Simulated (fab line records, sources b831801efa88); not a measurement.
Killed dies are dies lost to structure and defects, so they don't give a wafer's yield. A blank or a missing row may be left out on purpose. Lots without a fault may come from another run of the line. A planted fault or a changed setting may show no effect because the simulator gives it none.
fab line records | flow gf180mcu
record lots=15 wafers=44 last_day=33
route steps=602 shown M4@472 MIM@510 M5@536 V5@542
lots that met no fault: from a run of the same line without faults
start_h: hours from the record's first day to the start of the lot's first wafer shown | wait_h: hours since the lot's step before | " the same as in the row above | L1.1+2: a row that stands for several wafers | - no value, or no start given | * or withheld: withheld | < > ~ a bound
route shown NAME@n: a module of which the file shows steps, and the number in the route of the first | usual: mean/standard deviation of fault-free wafers | same: alike in all rows | chamber/n: place in a boat | sites: the reading at each site | _std_site: their standard deviation | _edge_site: outer sites' mean less inner sites' | radius_mm: how far each site lies from the wafer's centre | mask NAME#n: copy n | behind: the tool/chamber that last shaped the wafer | hold: why the lot was held/for how many hours/how that ended | device: the transistor (n, p or np) that didn't switch | end of line: the same wafers' tests at the end of the route | a step without rows: its recipe alone | killed: dies lost to structure and defects at the first sort, not the wafer's yield | map: a wafer's dies, x killed, . not, _ none there
set.NAME: the setting as run; set.NAME@STEP: as run at that earlier step | model.NAME: the simulator's own value behind a step, which no gauge read
steps of the route over a sample of lots; a table a step, a row a wafer
services: from which hour (start_h, from the record's first day; less than 0 if before it) a tool's chamber was out of use, for how many hours, and why
## steps
# step GF_M4_METAL_ETCH_16
# recipe chemistry=Cl2/BCl3 mask_material=KrF target_depth_nm=750.8 stop_on=SiO2 pressure_mtorr=8 icp_w=800 bias_w=140 Cl2_flow_sccm=80 bcl3_flow_sccm=40 time_s=125.1
# usual bias_w=140.0/0.41 drypump_motor_current_A=5.9/0.31 oes_product_au=0.991/0.0051 throttle_valve_pct=28.229/0.0098
# columns lot.wafer tool chamber start_h wait_h bias_w drypump_motor_current_A oes_product_au rf_hours_counter_h throttle_valve_pct
L749.1 rie_metal-03 1 536.46 0.0 140.7 5.7 0.994 3 28.210
L749.4 " 0 " " 139.9 6.2 0.995 - 28.202
L749.6 " 0 " " 140.6 6.2 0.990 - 28.224
L750.3 rie_metal-02 1 548.51 0.1 138.9 5.9 0.976 - 28.228
L750.5 " 1 " " 139.7 5.9 0.977 - 28.220
L750.6 " 0 " " 139.5 5.6 0.988 - 28.226
L751.1 rie_metal-04 1 555.27 0.0 139.8 6.3 0.993 12 28.238
L751.2 " 0 " " 140.2 5.6 0.991 5 28.231
L751.3 " 1 " " 139.1 6.3 0.986 - 28.219
L752.1 rie_metal-04 1 564.02 0.0 140.2 6.3 0.994 12 28.221
L752.2 " 0 " " 139.9 5.5 0.995 5 28.223
L752.3 " 1 " " 140.5 6.3 0.992 - 28.217
L754.1 rie_metal-04 1 583.52 0.0 139.5 6.3 0.989 13 28.224
L754.5 " 0 " " 140.5 5.6 0.998 - 28.225
L754.6 " 1 " " 139.4 6.3 0.991 - 28.234
L755.3 rie_metal-03 0 586.60 0.1 140.0 6.2 0.988 - 28.238
L755.4 " 1 " " 140.3 5.8 0.992 - 28.229
L755.6 " 0 " " 139.7 6.2 0.982 - 28.236
L756.1 rie_metal-04 0 594.52 0.0 139.9 5.6 0.996 6 28.246
L756.4 " 1 " " 139.8 6.3 0.987 - 28.235
L756.6 " 1 " " 139.7 6.3 0.992 - 28.222
L757.1 rie_metal-02 0 613.52 0.0 139.8 5.6 0.993 10 28.219
L757.2 " 1 " " 140.1 5.9 0.988 3 28.237
L757.4 " 1 " " 140.0 5.9 0.991 - 28.230
L758.3 rie_metal-04 0 614.50 0.1 139.4 5.5 0.997 - 28.218
L758.5 " 0 " " 140.1 5.5 0.987 - 28.227
L758.6 " 0 " " 139.8 5.6 0.995 - 28.218
L760.1 rie_metal-04 0 628.86 0.0 139.7 5.6 0.992 8 28.235
L760.2 " 0 " " 140.1 5.6 0.991 - 28.220
L760.3 " 0 " " 140.6 5.6 1.005 - 28.242
L761.1 rie_metal-04 1 640.51 0.0 139.6 6.3 0.994 0 28.234
L761.2 " 0 " " 140.7 5.6 0.992 9 28.223
L761.3 " 0 " " 139.6 5.5 0.985 - 28.218
L763.1 rie_metal-04 1 651.21 0.0 139.3 6.3 0.984 1 28.237
L763.3 " 1 " " 139.1 6.3 0.986 - 28.230
L763.5 " 0 " " 140.1 5.6 0.983 - 28.229
L764.1 rie_metal-04 1 656.09 0.0 139.9 6.3 0.989 1 28.210
L764.2 " 0 " " 140.0 5.6 0.893 9 28.343
L764.6 " 0 " " 140.2 5.5 0.994 - 28.205
L765.2 rie_metal-04 1 661.56 0.0 139.3 6.3 0.884 1 28.348
L765.3 " 0 " " 139.8 5.5 0.995 - 28.228
L765.4 " 1 " " 139.9 6.3 0.987 - 28.233
L766.2 rie_metal-04 1 666.36 0.0 140.0 6.3 0.895 1 28.342
L766.4 " 0 " " 140.3 5.5 0.998 - 28.228
# step GF_M4_STRIP_17
# recipe chemistry=O2/N2 power_w=1400 pressure_mtorr=1500 platen_temp_c=250 o2_flow_sccm=3000 n2_flow_sccm=300 overash_fraction=0.5
# usual drypump_motor_current_A=5.7/0.33 heater_power_w=336/15 oes_product_au=0.538/0.0051 strip_time_to_endpoint_s=7.38/0.042
# columns lot.wafer tool chamber start_h wait_h drypump_motor_current_A heater_power_w oes_product_au rf_hours_counter_h strip_time_to_endpoint_s
L749.1 plasma_asher-03 0 536.59 0.1 5.7 324 0.538 70 7.34
L749.4 " 1 " " 5.3 341 0.539 - 7.39
L749.6 " 1 " " 5.4 339 0.532 - 7.36
L750.3 plasma_asher-03 0 548.63 0.1 5.7 332 0.548 - 7.49
L750.5 " 0 " " 5.7 328 0.545 - 7.49
L750.6 " 1 " " 5.4 336 0.545 - 7.41
L751.1 plasma_asher-02 1 555.40 0.1 5.7 341 0.533 44 7.39
L751.2 " 0 " " 6.4 321 0.537 44 7.40
L751.3 " 1 " " 5.7 357 0.533 - 7.39
L752.1 plasma_asher-03 0 564.15 0.1 5.7 328 0.534 73 7.34
L752.2 " 1 " " 5.4 340 0.525 73 7.32
L752.3 " 0 " " 5.7 323 0.545 - 7.37
L754.1 plasma_asher-02 0 583.64 0.1 6.3 315 0.536 47 7.38
L754.5 " 1 " " 5.7 356 0.541 - 7.34
L754.6 " 0 " " 6.3 315 0.541 - 7.38
L755.3 plasma_asher-03 0 586.72 0.1 5.7 330 0.534 - 7.38
L755.4 " 1 " " 5.4 344 0.536 - 7.34
L755.6 " 1 " " 5.4 336 0.543 - 7.43
L756.1 plasma_asher-02 0 594.64 0.1 6.4 319 0.529 48 7.32
L756.4 " 1 " " 5.7 354 0.546 - 7.41
L756.6 " 1 " " 5.7 360 0.534 - 7.38
L757.1 plasma_asher-03 0 613.64 0.1 5.8 336 0.543 78 7.34
L757.2 " 1 " " 5.4 338 0.540 78 7.34
L757.4 " 1 " " 5.4 339 0.533 - 7.35
L758.3 plasma_asher-03 0 614.70 0.2 5.8 334 0.533 - 7.30
L758.5 " 1 " " 5.4 342 0.536 - 7.30
L758.6 " 0 " " 5.7 337 0.541 - 7.29
L760.1 plasma_asher-01 0 629.12 0.2 6.0 311 0.539 104 7.34
L760.2 " 1 " " 5.6 366 0.534 104 7.39
L760.3 " 0 " " 6.0 302 0.541 - 7.41
L761.1 plasma_asher-02 1 640.64 0.1 5.7 344 0.539 53 7.36
L761.2 " 0 " " 6.4 316 0.532 53 7.35
L761.3 " 0 " " 6.4 321 0.535 - 7.36
L763.1 plasma_asher-02 0 651.34 0.1 6.4 328 0.540 54 7.45
L763.3 " 1 " " 5.7 366 0.546 - 7.45
L763.5 " 0 " " 6.4 315 0.538 - 7.44
L764.1 plasma_asher-03 1 656.22 0.1 5.3 354 0.544 83 7.43
L764.2 " 0 " " 5.7 328 0.561 83 7.92
L764.6 " 0 " " 5.7 335 0.533 - 7.37
L765.2 plasma_asher-03 0 661.69 0.1 5.7 324 0.557 83 7.91
L765.3 " 1 " " 5.3 343 0.536 - 7.34
L765.4 " 0 " " 5.7 330 0.542 - 7.40
L766.2 plasma_asher-02 0 666.49 0.1 6.4 317 0.557 55 7.94
L766.4 " 0 " " 6.4 322 0.539 - 7.36
# step GF_MIM_SPUTTER_07
# recipe material=TiN target_thk_nm=60 power_w=6500 time_s=50 chamber_pressure_pa=0.4
# usual throttle_valve_pct=29.7/1.2
# columns lot.wafer tool chamber start_h wait_h throttle_valve_pct
L749.1 pvd_sputter-03 - 562.43 0.1 27.7
L749.4 " - " " 30.4
L749.6 " - " " 31.5
L750.3 pvd_sputter-03 - 574.01 0.0 27.5
L750.5 " - " " 30.4
L750.6 " - " " 31.4
L751.1 pvd_sputter-02 - 580.88 0.1 30.9
L751.2 " - " " 30.2
L751.3 " - " " 29.4
L752.1 pvd_sputter-01 - 590.19 0.1 30.8
L752.2 " - " " 28.4
L752.3 " - " " 30.1
L754.1 pvd_sputter-02 - 607.35 0.1 28.6
L754.5 " - " " 28.8
L754.6 " - " " 29.2
L755.3 pvd_sputter-03 - 610.98 0.0 27.6
L755.4 " - " " 31.4
L755.6 " - " " 29.9
L756.1 pvd_sputter-02 - 618.24 0.1 29.5
L756.4 " - " " 31.0
L756.6 " - " " 30.1
L757.1 pvd_sputter-02 - 635.98 0.1 30.8
L757.2 " - " " 28.9
L757.4 " - " " 29.0
L758.3 pvd_sputter-02 - 638.67 0.0 30.8
L758.5 " - " " 30.5
L758.6 " - " " 28.9
L760.1 pvd_sputter-01 - 652.62 0.1 30.9
L760.2 " - " " 28.3
L760.3 " - " " 30.3
L761.1 pvd_sputter-01 - 663.62 0.1 30.2
L761.2 " - " " 28.1
L761.3 " - " " 30.5
L763.1 pvd_sputter-03 - 673.48 0.1 30.3
L763.3 " - " " 31.7
L763.5 " - " " 31.5
L764.1 pvd_sputter-01 - 678.86 0.1 30.9
L764.2 " - " " 30.0
L764.6 " - " " 30.0
L765.2 pvd_sputter-01 - 684.01 0.0 29.9
L765.3 " - " " 30.3
L765.4 " - " " 30.0
L766.2 pvd_sputter-01 - 689.28 0.0 30.4
L766.4 " - " " 28.2
# step GF_M5_METAL_ETCH_10
# recipe chemistry=Cl2/BCl3 mask_material=KrF target_depth_nm=750.8 stop_on=SiO2 pressure_mtorr=8 icp_w=800 bias_w=140 Cl2_flow_sccm=80 bcl3_flow_sccm=40 time_s=125.1
# usual bias_w=140.0/0.39 drypump_motor_current_A=5.7/0.43 oes_product_au=0.990/0.0063 throttle_valve_pct=28.229/0.0093
# columns lot.wafer tool chamber start_h wait_h bias_w drypump_motor_current_A oes_product_au rf_hours_counter_h throttle_valve_pct
L749.1 rie_metal-04 1 605.44 0.0 139.8 6.3 0.983 14 28.224
L749.4 " 0 " " 140.5 5.5 0.993 - 28.212
L749.6 " 1 " " 139.6 6.3 0.991 - 28.230
L750.3 rie_metal-02 0 616.43 0.1 140.2 5.6 0.986 - 28.227
L750.5 " 0 " " 139.7 5.6 0.989 - 28.231
L750.6 " 1 " " 140.4 5.9 0.985 - 28.241
L751.1 rie_metal-01 0 623.68 0.0 139.8 5.6 0.993 1 28.233
L751.2 " 1 " " 140.2 4.9 1.005 4 28.216
L751.3 " 0 " " 140.4 5.6 0.998 - 28.234
L752.1 rie_metal-01 0 632.19 0.0 140.1 5.6 0.999 1 28.228
L752.2 " 1 " " 140.0 4.9 0.992 4 28.242
L752.3 " 0 " " 139.8 5.6 0.994 - 28.213
L754.1 rie_metal-04 1 648.14 0.0 139.8 6.3 0.991 1 28.233
L754.5 " 1 " " 140.3 6.3 0.987 - 28.220
L754.6 " 0 " " 140.5 5.6 0.991 - 28.230
L755.3 rie_metal-01 0 652.53 0.1 140.2 5.6 0.990 - 28.219
L755.4 " 1 " " 140.5 4.9 0.997 - 28.214
L755.6 " 0 " " 140.0 5.6 0.986 - 28.229
L756.1 rie_metal-04 1 658.29 0.0 140.2 6.3 0.991 1 28.220
L756.4 " 0 " " 139.7 5.6 0.984 - 28.230
L756.6 " 1 " " 140.2 6.3 0.995 - 28.232
L757.1 rie_metal-01 0 675.43 0.0 140.5 5.6 0.995 3 28.219
L757.2 " 1 " " 140.7 4.9 0.987 6 28.238
L757.4 " 0 " " 139.4 5.6 0.991 - 28.220
L758.3 rie_metal-04 0 677.83 0.1 139.5 5.5 1.003 - 28.238
L758.5 " 0 " " 139.3 5.6 0.997 - 28.225
L758.6 " 1 " " 139.6 6.3 0.989 - 28.237
L760.1 rie_metal-04 0 690.79 0.0 140.5 5.6 0.986 11 28.230
L760.2 " 1 " " 139.6 6.3 0.996 2 28.223
L760.3 " 0 " " 140.5 5.6 0.990 - 28.226
L761.1 rie_metal-04 1 702.44 0.0 140.3 6.3 0.991 3 28.226
L761.2 " 0 " " 140.3 5.6 0.991 11 28.229
L761.3 " 0 " " 139.5 5.5 0.986 - 28.230
L763.1 rie_metal-04 1 711.43 0.0 140.4 6.3 0.998 3 28.228
L763.3 " 0 " " 139.7 5.5 0.992 - 28.221
L763.5 " 0 " " 139.8 5.6 1.002 - 28.225
L764.1 rie_metal-02 1 715.84 0.0 140.8 5.9 0.986 7 28.225
L764.2 " 0 " " 140.1 5.6 0.981 13 28.223
L764.6 " 1 " " 140.5 5.9 0.986 - 28.231
L765.2 rie_metal-04 1 721.19 0.0 140.1 6.3 0.992 4 28.214
L765.3 " 1 " " 140.2 6.3 0.999 - 28.243
L765.4 " 0 " " 139.7 5.6 0.992 - 28.228
L766.2 rie_metal-02 0 725.14 0.0 140.0 5.6 1.000 13 28.220
L766.4 " 0 " " 140.3 5.6 0.994 - 28.246
# step GF_V5_CVD_02
# recipe material=SiO2 target_thk_nm=1450 precursor=TEOS temp_c=400 time_s=163.28 rf_w=600
# usual heater_power_w=685/100
# columns lot.wafer tool chamber start_h wait_h heater_power_w
L749.1 pecvd-02 1 606.21 0.1 556
L749.4 " 2 " " 568
L749.6 " 0 " " 610
L750.3 pecvd-02 2 617.19 0.0 597
L750.5 " 2 " " 655
L750.6 " 0 " " 633
L751.1 pecvd-03 0 624.45 0.1 761
L751.2 " 1 " " 771
L751.3 " 2 " " 737
L752.1 pecvd-03 0 632.95 0.1 858
L752.2 " 1 " " 750
L752.3 " 2 " " 646
L754.1 pecvd-03 2 649.27 0.1 728
L754.5 " 1 " " 791
L754.6 " 0 " " 713
L755.3 pecvd-02 0 653.25 0.0 731
L755.4 " 1 " " 484
L755.6 " 0 " " 612
L756.1 pecvd-02 0 659.09 0.1 659
L756.4 " 2 " " 722
L756.6 " 1 " " 592
L757.1 pecvd-02 1 676.20 0.1 471
L757.2 " 2 " " 716
L757.4 " 0 " " 752
L758.3 pecvd-02 2 678.55 0.0 624
L758.5 " 2 " " 707
L758.6 " 1 " " 471
L760.1 pecvd-02 1 691.55 0.1 596
L760.2 " 0 " " 715
L760.3 " 2 " " 725
L761.1 pecvd-04 0 703.27 0.1 647
L761.2 " 2 " " 782
L761.3 " 1 " " 782
L763.1 pecvd-02 2 712.22 0.1 719
L763.3 " 0 " " 647
L763.5 " 2 " " 585
L764.1 pecvd-03 0 716.60 0.1 794
L764.2 " 1 " " 779
L764.6 " 0 " " 871
L765.2 pecvd-03 0 721.96 0.0 822
L765.3 " 2 " " 657
L765.4 " 2 " " 745
L766.2 pecvd-02 0 725.90 0.0 672
L766.4 " 2 " " 725
## services
# columns tool chamber start_h hours kind
rie_metal-03 0 514.58 1.2 repair
pecvd-04 0 520.70 12.5 repair
plasma_asher-02 - 521.08 2.7 repair
pvd_sputter-01 - 528.52 4.2 repair
rie_metal-02 - 532.96 2.8 pm
pecvd-04 0 579.45 5.1 repair
pecvd-04 - 591.12 14.0 pm
pecvd-02 - 592.88 5.5 pm
pvd_sputter-01 2 602.66 - consumable_replace:kit
pvd_sputter-01 2 602.66 18.0 scheduled_down
pvd_sputter-01 2 602.66 18.0 vent_cycle
pecvd-02 - 606.58 3.0 repair
rie_metal-04 1 611.53 - clean
rie_metal-04 1 611.53 17.4 scheduled_down
rie_metal-04 1 611.53 17.4 vent_cycle
pvd_sputter-03 - 617.47 6.1 repair
rie_metal-02 0 641.52 4.9 repair
pvd_sputter-02 3 641.90 - consumable_replace:kit
pecvd-02 - 652.63 0.5 repair
pecvd-04 0 659.00 12.9 repair
rie_metal-02 0 696.74 16.8 repair
pecvd-04 - 704.24 28.1 pm
pvd_sputter-01 - 718.80 7.6 repair
pvd_sputter-01 - 722.76 4.4 repair
## key
first_sign step=GF_M4_METAL_ETCH_16 reading=oes_product_au direction=down sigmas=20 usual=0.991 struck=0.891
effect step=GF_M4_METAL_ETCH_16 reading=throttle_valve_pct direction=up sigmas=12 usual=28.229 struck=28.344
effect step=GF_M4_STRIP_17 reading=strip_time_to_endpoint_s direction=up sigmas=13 usual=* struck=*
met_at GF_M4_METAL_ETCH_16
struck_lots L764,L765,L766
struck_wafers L764.2,L765.2,L766.2
sort_left_out L764.2,L765.2,L766.2
not_acting_at GF_MIM_SPUTTER_07,GF_M5_METAL_ETCH_10,GF_V5_CVD_02
onset_between 651.21 656.09
fault kind=process_parameter_drift tool=rie_metal-04 chamber=- onset_h=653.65 steps=GF_M4_METAL_ETCH_16 channel=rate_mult offset=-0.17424 shape=step end_h=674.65 scope=struck_wafers_only
# sort_left_out: the simulated sort isn't trusted on such a fault, so these wafers' sort isn't shown, and their yield isn't known
